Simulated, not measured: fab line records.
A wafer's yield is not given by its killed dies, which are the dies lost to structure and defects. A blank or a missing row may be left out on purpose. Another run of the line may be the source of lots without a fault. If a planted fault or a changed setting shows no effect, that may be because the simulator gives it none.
Struck lot and sound lot, side by side | flow sky130 | 43 steps out of a route of 708
Sound: the wafers L894.1, L894.5, L894.6. Struck: wafers L908.2, L908.4 (left out: L908.1, a lot-mate that was not struck); the cause follows at the end.
For every step that has rows: the tool of each side, followed by ch and its chambers, followed by its first start. Under that, the readings that differ: sound wafers | struck wafers | difference of the means | sigmas: that difference in standard deviations of wafers without a fault.
alike: readings whose means differ by less than 2 such deviations, and words and numbers that are the same on both sides. not compared: withheld readings, readings that some wafer has no value for, bounds like >300 that may hide the same value, and numbers for which the record gives no deviation and whose values overlap.
The two part at a step that has a row with sigmas, a row that says differs or no value, or rows on one side only. Non-overlapping numbers with no deviation appear without sigmas and do not part them. A reading that every wafer of one side lacks parts them only if that side has two wafers or more.

first, 1 step without rows for these wafers: SKY_VT_ADJUST_LVTN_IMPLANT_08.
SKY_VT_ADJUST_LVTN_STRIP_09: strips in O2/N2.
  sound on plasma-asher-04 ch 0,1, day 8 08:18; struck on plasma-asher-04 ch 0,1, day 12 10:47
  alike: drypump-motor-current-A, oes-product-au, strip-time-to-endpoint-s
  not compared: rf-hours-counter-h
SKY_VT_ADJUST_LVTN_TW_MEAS_10:
  sound: film-metro-02 at day 8 08:24; struck: film-metro-02 at day 12 10:53
  alike: VT_ADJUST_LVTN_TW
then, 7 steps without rows for these wafers: SKY_VT_ADJUST_LVTN_DEHYDRATE_11 (time 60 s); SKY_VT_ADJUST_LVTN_HMDS_12 (prime time 60 s); SKY_VT_ADJUST_LVTN_COAT_13 (resist thk 1140 nm); SKY_VT_ADJUST_LVTN_SOFTBAKE_14 (time 60 s); SKY_VT_ADJUST_LVTN_EXPOSE_15 (exposes mask HVN STD DERIVED, target cd 600 nm); SKY_VT_ADJUST_LVTN_PEB_16; SKY_VT_ADJUST_LVTN_DEVELOP_17 (develop time 60 s).
SKY_VT_ADJUST_LVTN_OVL_MEAS_18:
  sound: overlay-02 at day 9 04:18; struck: overlay-02 at day 13 11:41
  alike: VT_ADJUST_LVTN_01_OVL
after that, 1 step had no rows for these wafers: SKY_VT_ADJUST_LVTN_IMPLANT_19.
SKY_VT_ADJUST_LVTN_STRIP_20: strips in O2/N2.
  sound on plasma-asher-04 ch 0,1, day 9 04:29; struck on plasma-asher-03 ch 0, day 13 11:53
  reading                     | sound       | struck  | difference | sigmas
  drypump-motor-current-A (A) | 6.1 6.1 5.7 | 5.2 5.2 | -0.8       | -2
  alike: oes-product-au, strip-time-to-endpoint-s
  not compared: rf-hours-counter-h
SKY_VT_ADJUST_LVTN_TW_MEAS_21:
  sound: film-metro-03 at day 9 04:35; struck: film-metro-02 at day 13 11:59
  alike: VT_ADJUST_LVTN_2_TW
then, 7 steps without rows for these wafers: SKY_VT_ADJUST_NCORE_DEHYDRATE_00 (time 60 s); SKY_VT_ADJUST_NCORE_HMDS_01 (prime time 60 s); SKY_VT_ADJUST_NCORE_COAT_02 (resist thk 1140 nm); SKY_VT_ADJUST_NCORE_SOFTBAKE_03 (time 60 s); SKY_VT_ADJUST_NCORE_EXPOSE_04 (exposes mask LVTN COMPLEMENT THIN, target cd 380 nm); SKY_VT_ADJUST_NCORE_PEB_05; SKY_VT_ADJUST_NCORE_DEVELOP_06 (develop time 60 s).
SKY_VT_ADJUST_NCORE_CD_MEAS_07: target cd 380 nm.
  sound: cd-sem-01 at day 10 00:59; struck: cd-sem-02 at day 14 13:53
  alike: cd-nm
SKY_VT_ADJUST_NCORE_OVL_MEAS_08:
  sound: overlay-02 at day 10 01:06; struck: overlay-02 at day 14 14:00
  alike: VT_ADJUST_NCORE_OVL
after that, 1 step had no rows for these wafers: SKY_VT_ADJUST_NCORE_IMPLANT_09.
SKY_VT_ADJUST_NCORE_STRIP_10: strips in O2/N2.
  sound on plasma-asher-02 ch 0,1, day 10 01:17; struck on plasma-asher-01 ch 0,1, day 14 14:11
  alike: drypump-motor-current-A, oes-product-au, strip-time-to-endpoint-s
  not compared: rf-hours-counter-h
SKY_VT_ADJUST_NCORE_TW_MEAS_11:
  sound: film-metro-04 at day 10 01:24; struck: film-metro-04 at day 14 14:17
  alike: VT_ADJUST_NCORE_TW
then, 7 steps without rows for these wafers: SKY_VT_ADJUST_HVTR_DEHYDRATE_00 (time 60 s); SKY_VT_ADJUST_HVTR_HMDS_01 (prime time 60 s); SKY_VT_ADJUST_HVTR_COAT_02 (resist thk 1140 nm); SKY_VT_ADJUST_HVTR_SOFTBAKE_03 (time 60 s); SKY_VT_ADJUST_HVTR_EXPOSE_04 (exposes mask HVTRM, target cd 380 nm); SKY_VT_ADJUST_HVTR_PEB_05; SKY_VT_ADJUST_HVTR_DEVELOP_06 (develop time 60 s).
SKY_VT_ADJUST_HVTR_CD_MEAS_07: target cd 380 nm.
  sound: cd-sem-01 at day 11 00:05; struck: cd-sem-01 at day 15 17:08
  alike: cd-nm
SKY_VT_ADJUST_HVTR_OVL_MEAS_08:
  sound: overlay-02 at day 11 00:12; struck: overlay-01 at day 15 17:15
  alike: VT_ADJUST_HVTR_OVL
after that, 1 step had no rows for these wafers: SKY_VT_ADJUST_HVTR_IMPLANT_09.
SKY_VT_ADJUST_HVTR_STRIP_10: strips in O2/N2.
  sound on plasma-asher-01 ch 0,1, day 11 00:23; struck on plasma-asher-03 ch 1, day 15 17:26
  alike: drypump-motor-current-A, oes-product-au, strip-time-to-endpoint-s
  not compared: rf-hours-counter-h
SKY_VT_ADJUST_HVTR_TW_MEAS_11:
  sound: film-metro-02 at day 11 00:29; struck: film-metro-04 at day 15 17:32
  reading           | sound             | struck      | difference | sigmas
  VT_ADJUST_HVTR_TW | 211.9 212.2 210.9 | 207.2 207.6 | -4.3       | -2
then, 4 steps without rows for these wafers: SKY_VT_ADJUST_PCH_DEHYDRATE_00 (time 60 s); SKY_VT_ADJUST_PCH_HMDS_01 (prime time 60 s); SKY_VT_ADJUST_PCH_COAT_02 (resist thk 3000 nm); SKY_VT_ADJUST_PCH_SOFTBAKE_03.
-- a jump in the record: the struck wafers' starts before and after are 35 days apart (it breaks off in module VT_ADJUST_PCH and resumes in module PAD_OPEN, where the first step shown is number 708 of the route) --
SKY_PAD_OPEN_PROBE_99:
  sound: prober-02 at day 47 06:13; struck: prober-01 at day 50 11:41
  reading             | sound     | struck  | difference | sigmas
  killed-at-front-end | 20 14 19  | 87 83   | +67        | +15
  killed-dies         | 103 90 80 | 138 158 | +57        | +6
  alike: killed_at_M0_to_M3, killed_at_M4_up, killed-at-contacts, killed-at-other, killed-open, killed-short

== WHERE THEY PART ==
Earliest at SKY_VT_ADJUST_LVTN_STRIP_20; latest, in this record, at SKY_PAD_OPEN_PROBE_99.

WHY: whatever the simulator had introduced
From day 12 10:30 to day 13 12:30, plasma-asher-03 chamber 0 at SKY_VT_ADJUST_LVTN_STRIP_20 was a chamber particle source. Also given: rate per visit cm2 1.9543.
